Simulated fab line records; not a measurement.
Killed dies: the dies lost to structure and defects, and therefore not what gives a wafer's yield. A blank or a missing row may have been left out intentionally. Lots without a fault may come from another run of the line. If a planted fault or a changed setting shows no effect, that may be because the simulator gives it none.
Which tool was responsible? ; flow gf180mcu ; 42 wafers from 14 lots sampled at 4 of the route's 602 steps

== WHAT THE GAUGES SHOWED, per wafer ==
The record lacks any reading of a measuring or inspecting step that a usual standard deviation could be used to judge.

== TOOL THAT RAN EACH LOT (tool first, then ch and the chambers of the sampled wafers, then the start) ==
lot;GF_V1_CVD_02;GF_V1_STRIP_18;GF_V1_SPUTTER_21;GF_M2_SPUTTER_02
L901;pecvd-01 ch 1,2, day 17 04:44;plasma-asher-02 ch 0,1, day 18 04:23;pvd-sputter-03, day 18 04:55;pvd-sputter-04, day 18 05:44
L902;pecvd-04 ch 0,1,2, day 17 09:42;plasma-asher-01 ch 0,1, day 18 10:17;pvd-sputter-03, day 18 10:50;pvd-sputter-02, day 18 11:39
L903;pecvd-01 ch 0,1, day 17 18:10;plasma-asher-01 ch 0,1, day 18 18:29;pvd-sputter-03, day 18 19:02;pvd-sputter-04, day 18 19:51
L904;pecvd-04 ch 1,2, day 18 05:06;plasma-asher-01 ch 0,1, day 19 06:16;pvd-sputter-04, day 19 06:48;pvd-sputter-02, day 19 07:38
L906;pecvd-04 ch 0,2, day 19 01:56;plasma-asher-04 ch 0,1, day 20 01:23;pvd-sputter-04, day 20 01:56;pvd-sputter-04, day 20 02:45
L907;pecvd-04 ch 1,2, day 19 14:59;plasma-asher-02 ch 0,1, day 20 16:20;pvd-sputter-01, day 20 16:55;pvd-sputter-02, day 20 18:05
L908;pecvd-03 ch 0,2, day 19 17:40;plasma-asher-04 ch 0,1, day 20 19:01;pvd-sputter-04, day 20 19:34;pvd-sputter-02, day 20 20:23
L909;pecvd-03 ch 1,2, day 20 07:51;plasma-asher-02 ch 0,1, day 21 08:26;pvd-sputter-04, day 21 09:01;pvd-sputter-04, day 21 09:50
L912;pecvd-01 ch 0,1,2, day 21 09:24;plasma-asher-04 ch 0,1, day 22 09:21;pvd-sputter-01, day 22 09:53;-
L913;pecvd-01 ch 0,1,2, day 21 17:27;plasma-asher-02 ch 0,1, day 22 17:20;pvd-sputter-04, day 22 17:55;-
L919;pecvd-04 ch 0,1, day 23 22:30;plasma-asher-04 ch 0,1, day 24 21:34;pvd-sputter-01, day 24 22:08;pvd-sputter-04, day 25 01:07
L920;pecvd-03 ch 0,1,2, day 24 01:56;plasma-asher-02 ch 0,1, day 25 00:11;pvd-sputter-04, day 25 00:41;pvd-sputter-04, day 25 01:53
L923;pecvd-01 ch 0,1, day 25 02:29;plasma-asher-02 ch 0,1, day 26 00:59;pvd-sputter-03, day 26 01:33;pvd-sputter-01, day 26 02:23
L924;pecvd-03 ch 0,1,2, day 25 10:37;plasma-asher-02 ch 0, day 26 07:58;pvd-sputter-03, day 26 08:31;pvd-sputter-01, day 26 09:20
- GF_V1_CVD_02: deposits SiO2 from TEOS, target thk 850 nm, time 94.851 s.
- GF_V1_STRIP_18: strips in O2/N2.
- GF_V1_SPUTTER_21: material Ti, target thk 15 nm, time 80.02 s.
- GF_M2_SPUTTER_02: material AlCu, target thk 450 nm, time 23.9 s.

== WHAT THE TOOLS THEMSELVES READ (means of the sampled wafers that have a number; where no wafer has one, the mark that the record gives instead) ==
GF_V1_CVD_02.
lot;tool;heater-power-w (W)
L901;pecvd-01;676
L902;pecvd-04;634
L903;pecvd-01;710
L904;pecvd-04;627
L906;pecvd-04;629
L907;pecvd-04;587
L908;pecvd-03;771
L909;pecvd-03;601
L912;pecvd-01;661
L913;pecvd-01;680
L919;pecvd-04;535
L920;pecvd-03;623
L923;pecvd-01;697
L924;pecvd-03;623

GF_V1_STRIP_18.
lot;tool;drypump-motor-current-A (A);heater-power-w (W);oes-product-au (a.u.)
L901;plasma-asher-02;6.0;324;0.595
L902;plasma-asher-01;5.9;320;0.588
L903;plasma-asher-01;5.9;325;0.592
L904;plasma-asher-01;5.7;315;0.592
L906;plasma-asher-04;6.0;341;0.593
L907;plasma-asher-02;6.1;330;0.593
L908;plasma-asher-04;5.9;334;0.590
L909;plasma-asher-02;6.1;327;0.592
L912;plasma-asher-04;5.6;327;0.593
L913;plasma-asher-02;6.1;333;0.596
L919;plasma-asher-04;6.0;336;0.597
L920;plasma-asher-02;6.1;324;0.595
L923;plasma-asher-02;6.0;328;0.598
L924;plasma-asher-02;5.8;329;0.594

GF_V1_SPUTTER_21.
lot;tool;cathode-dc-power-W (W);chamber-pressure-pa (Pa);throttle-valve-pct (%)
L901;pvd-sputter-03;2500.2;5.001;29.8
L902;pvd-sputter-03;2500.5;4.998;30.2
L903;pvd-sputter-03;2499.8;4.999;31.9
L904;pvd-sputter-04;2499.9;5.000;31.4
L906;pvd-sputter-04;2500.1;4.994;28.9
L907;pvd-sputter-01;2499.8;5.005;29.5
L908;pvd-sputter-04;2500.1;4.995;30.1
L909;pvd-sputter-04;2500.1;4.999;30.4
L912;pvd-sputter-01;-;-;-
L913;pvd-sputter-04;-;-;-
L919;pvd-sputter-01;2499.6;5.003;29.3
L920;pvd-sputter-04;2499.9;4.997;30.1
L923;pvd-sputter-03;2499.9;5.006;31.3
L924;pvd-sputter-03;2500.3;5.001;29.3

GF_M2_SPUTTER_02.
lot;tool;cathode-dc-power-W (W);chamber-pressure-pa (Pa);throttle-valve-pct (%)
L901;pvd-sputter-04;10600;0.3997;30.2
L902;pvd-sputter-02;10602;0.3996;30.5
L903;pvd-sputter-04;10599;0.3997;31.1
L904;pvd-sputter-02;10601;0.3992;30.0
L906;pvd-sputter-04;10601;0.4007;30.4
L907;pvd-sputter-02;10601;0.4000;31.0
L908;pvd-sputter-02;10599;0.4002;30.9
L909;pvd-sputter-04;10600;0.4001;30.9
L919;pvd-sputter-04;10602;0.4008;30.1
L920;pvd-sputter-04;10603;0.4005;30.3
L923;pvd-sputter-01;10600;0.4002;30.1
L924;pvd-sputter-01;10600;0.3993;29.4

== THE ANSWER, worked out from the rows above alone ==
Rule: usual is defined by the lots themselves. Put in order of their means at a reading, lots are off if they are a third of the lots or fewer, leave a main group of 4 or more, and stand apart from it by a gap of 3 or more times the standard deviation of the main group's means; of several such gaps the widest counts. A main group is skipped when, at the precision printed for the reading in the tables above, its means are all equal. Also off: a lot with no number at a reading for which 4 or more lots have one. The other lots that the step has rows for count as sound. After the gauges, taken in route order, come the tools' own readings; for these a lot's mean is taken, as printed above. At the first step where some lot is off, the reading lying furthest off is the one used; lots without a number count as furthest.
Off, at GF_V1_SPUTTER_21 on cathode-dc-power-W: L912, L913. Without a number there: L912, L913. Mean 2500.0 W and standard deviation 0.24 in the main group.
If a tool, at that step or one of the process steps before it, ran each lot that is off and ran no sound lot following the first of them, it fits. No candidate that was tried fits.

== WHAT HAD BEEN PUT IN BY THE SIMULATOR ==
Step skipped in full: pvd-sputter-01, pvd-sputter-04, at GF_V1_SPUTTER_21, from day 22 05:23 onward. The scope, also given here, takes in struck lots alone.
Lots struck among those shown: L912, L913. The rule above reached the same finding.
